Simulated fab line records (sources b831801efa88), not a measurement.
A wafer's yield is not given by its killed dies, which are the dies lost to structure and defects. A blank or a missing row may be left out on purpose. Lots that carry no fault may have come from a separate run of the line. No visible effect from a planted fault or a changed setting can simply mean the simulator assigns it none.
Which tool is to blame?	flow gf180mcu	6 lots, 18 wafers sampled, at 1 step of a route of 602

## WHAT THE GAUGES SHOWED, per wafer
GF_HV_LDD_CD_MEAS_46: the cd target is 400 nm.
lot	measured	on	cd_nm (nm)
L676	day 13 03:07	cd_sem-01	401.1 401.5 399.1
L678	day 13 22:41	cd_sem-02	399.0 400.2 398.5
L680	day 14 09:59	cd_sem-02	394.7 399.0 396.7
L686	day 16 12:49	cd_sem-01	398.6 399.9 397.4
L693	day 19 07:07	cd_sem-01	402.5 398.4 399.0
L696	day 20 00:17	cd_sem-02	399.1 400.4 397.8

## WHAT TOOL EACH LOT RAN ON (gives the tool, then ch and the chambers of the sampled wafers, and finally the start)
The record shows no process step preceding these readings.

## THE ANSWER, worked out from the rows above alone
Rule: the lots themselves supply what counts as usual. The widest of any qualifying gaps counts: lots, ordered by their means at a reading, are off when they make up no more than a third of the lots, leave a main group of 4 or more, and stand apart from it by 3 or more times the standard deviation of that group's means. If all means in a main group match to the digits the tables above print for the reading, that group is not used. A lot without any number at a reading at which 4 lots or more have one is off too. Where the step has rows for the other lots, those lots are counted as sound.
No lot is off at any reading shown: from this, nothing can be told.

## WHAT HAD BEEN PUT IN BY THE SIMULATOR
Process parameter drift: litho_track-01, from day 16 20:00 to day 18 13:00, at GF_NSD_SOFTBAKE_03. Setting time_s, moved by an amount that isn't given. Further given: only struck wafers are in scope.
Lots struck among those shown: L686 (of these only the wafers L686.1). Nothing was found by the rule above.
